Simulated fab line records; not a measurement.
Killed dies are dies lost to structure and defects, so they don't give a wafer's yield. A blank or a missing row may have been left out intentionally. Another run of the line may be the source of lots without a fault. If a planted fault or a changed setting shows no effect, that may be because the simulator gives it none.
Shared-tool check :: flow gf180mcu :: 11 lots and 39 wafers in the sample

## WHY IT WAS OPENED
At GF_HV_LDD_TW_MEAS_38 the reading HV_LDD_3_TW is flagged on 2 of 11 lots. No-fault wafers: 1429, standard deviation 7.3.
Rule: flag the lot when none of its wafers has a number, or when each of its wafers that has one lies beyond 4 standard deviations from that mean. All remaining lots are regarded as sound.

lot: L764
measured: day 11 18:11
on: film_metro-02
HV_LDD_3_TW, wafer by wafer: 1425 1419 1420
flag: 

lot: L765
measured: day 11 20:53
on: film_metro-01
HV_LDD_3_TW, wafer by wafer: 1442 1434 1433
flag: 

lot: L766
measured: day 12 10:34
on: film_metro-02
HV_LDD_3_TW, wafer by wafer: 1423 1424 1415
flag: 

lot: L767
measured: day 13 06:40
on: film_metro-03
HV_LDD_3_TW, wafer by wafer: 1436 1439 1435
flag: 

lot: L770
measured: day 13 17:43
on: film_metro-01
HV_LDD_3_TW, wafer by wafer: 1428 1432 1437
flag: 

lot: L773
measured: day 15 08:10
on: film_metro-02
HV_LDD_3_TW, wafer by wafer: 1426 1430 1422
flag: 

lot: L775
measured: day 15 22:49
on: film_metro-01
HV_LDD_3_TW, wafer by wafer: 1334 1328 1324 1332 1326 1327
flag: FLAGGED

lot: L778
measured: day 16 19:19
on: film_metro-01
HV_LDD_3_TW, wafer by wafer: 1325 1325 1323 1332 1327 1339
flag: FLAGGED

lot: L783
measured: day 18 00:01
on: film_metro-01
HV_LDD_3_TW, wafer by wafer: 1447 1448 1446
flag: 

lot: L784
measured: day 18 02:34
on: film_metro-02
HV_LDD_3_TW, wafer by wafer: 1422 1420 1420
flag: 

lot: L786
measured: day 18 18:10
on: film_metro-02
HV_LDD_3_TW, wafer by wafer: 1416 1422 1421
flag: 
Average over the flagged lots: 1328; offset from the usual -100, equal to -14 standard deviations.

## LOT BY LOT: THE TOOL USED
The record holds 2 process steps before the reading, out of a route of 602 steps. Read each cell as the tool, then ch plus the chambers that the sampled wafers visited, then the start.
lot: L764
flag: 
GF_VT_IMPLANT_STRIP_42: plasma_asher-03 ch 0,1, day 7 18:10
GF_HV_LDD_IMPLANT_35: implanter-01 ch 0, day 11 17:49

lot: L765
flag: 
GF_VT_IMPLANT_STRIP_42: plasma_asher-04 ch 0,1, day 7 21:22
GF_HV_LDD_IMPLANT_35: implanter-01 ch 0, day 11 20:31

lot: L766
flag: 
GF_VT_IMPLANT_STRIP_42: plasma_asher-01 ch 0,1, day 8 08:59
GF_HV_LDD_IMPLANT_35: implanter-02 ch 0, day 12 10:11

lot: L767
flag: 
GF_VT_IMPLANT_STRIP_42: plasma_asher-04 ch 0,1, day 9 02:31
GF_HV_LDD_IMPLANT_35: implanter-02 ch 0, day 13 06:16

lot: L770
flag: 
GF_VT_IMPLANT_STRIP_42: plasma_asher-03 ch 0,1, day 9 13:17
GF_HV_LDD_IMPLANT_35: implanter-02 ch 0, day 13 17:19

lot: L773
flag: 
GF_VT_IMPLANT_STRIP_42: plasma_asher-04 ch 0,1, day 10 08:17
GF_HV_LDD_IMPLANT_35: implanter-01 ch 0, day 15 07:47

lot: L775
flag: FLAGGED
GF_VT_IMPLANT_STRIP_42: plasma_asher-03 ch 0,1, day 10 21:26
GF_HV_LDD_IMPLANT_35: implanter-02 ch 0, day 15 22:25

lot: L778
flag: FLAGGED
GF_VT_IMPLANT_STRIP_42: plasma_asher-04 ch 0,1, day 11 15:38
GF_HV_LDD_IMPLANT_35: implanter-02 ch 0, day 16 18:55

lot: L783
flag: 
GF_VT_IMPLANT_STRIP_42: plasma_asher-03 ch 0,1, day 13 00:32
GF_HV_LDD_IMPLANT_35: implanter-01 ch 0, day 17 23:37

lot: L784
flag: 
GF_VT_IMPLANT_STRIP_42: plasma_asher-03 ch 0,1, day 13 04:55
GF_HV_LDD_IMPLANT_35: implanter-01 ch 0, day 18 02:10

lot: L786
flag: 
GF_VT_IMPLANT_STRIP_42: plasma_asher-03 ch 0,1, day 13 17:20
GF_HV_LDD_IMPLANT_35: implanter-03 ch 0, day 18 17:46
These steps, and what they do:
- GF_VT_IMPLANT_STRIP_42: strips in O2/N2.
- GF_HV_LDD_IMPLANT_35
- GF_HV_LDD_TW_MEAS_38

## FLAGGED AGAINST TOTAL, ONE TOOL AT A TIME (gauges that did the reading follow at the end)
step: GF_VT_IMPLANT_STRIP_42
tool: plasma_asher-01
lots run: 1
flagged: 0
share of the flagged lots: none
sound lots run after its first flagged lot: -

step: GF_VT_IMPLANT_STRIP_42
tool: plasma_asher-03
lots run: 6
flagged: 1
share of the flagged lots: some
sound lots run after its first flagged lot: 3 (L783,L784,L786)

step: GF_VT_IMPLANT_STRIP_42
tool: plasma_asher-04
lots run: 4
flagged: 1
share of the flagged lots: some
sound lots run after its first flagged lot: 0

step: GF_HV_LDD_IMPLANT_35
tool: implanter-01
lots run: 5
flagged: 0
share of the flagged lots: none
sound lots run after its first flagged lot: -

step: GF_HV_LDD_IMPLANT_35
tool: implanter-02
lots run: 5
flagged: 2
share of the flagged lots: all
sound lots run after its first flagged lot: 0

step: GF_HV_LDD_IMPLANT_35
tool: implanter-03
lots run: 1
flagged: 0
share of the flagged lots: none
sound lots run after its first flagged lot: -

step: GF_HV_LDD_TW_MEAS_38
tool: film_metro-01
lots run: 5
flagged: 2
share of the flagged lots: all
sound lots run after its first flagged lot: 1 (L783)

step: GF_HV_LDD_TW_MEAS_38
tool: film_metro-02
lots run: 5
flagged: 0
share of the flagged lots: none
sound lots run after its first flagged lot: -

step: GF_HV_LDD_TW_MEAS_38
tool: film_metro-03
lots run: 1
flagged: 0
share of the flagged lots: none
sound lots run after its first flagged lot: -

## WHAT THE TABLE ALLOWS
Rows of the table that ran all the flagged lots, 2 in number: implanter-02 at GF_HV_LDD_IMPLANT_35; film_metro-01 at GF_HV_LDD_TW_MEAS_38.
- implanter-02 at GF_HV_LDD_IMPLANT_35 ran 5 lots, 2 of them flagged. It ran its last sound lot, L770, at day 13 17:19 and its first flagged lot, L775, at day 15 22:25: a fault with its onset between the two fits. Its own readings (dose_ions_cm2, faraday_current_uA) fall more than 4 standard deviations out on all wafers of the flagged lots.
- film_metro-01 at GF_HV_LDD_TW_MEAS_38 ran 5 lots, 2 of them flagged. Lots that were sound ran on it after the first flagged one (L783); a persistent fault on the entire tool would not allow that.
What remains is a single tool, implanter-02 at GF_HV_LDD_IMPLANT_35.

## WHAT THE SIMULATOR PUT IN
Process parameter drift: implanter-02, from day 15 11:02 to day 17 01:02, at GF_HV_LDD_IMPLANT_35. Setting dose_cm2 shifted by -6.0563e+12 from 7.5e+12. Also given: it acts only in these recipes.
Struck lots among those shown: L775, L778. The rule above found the same.
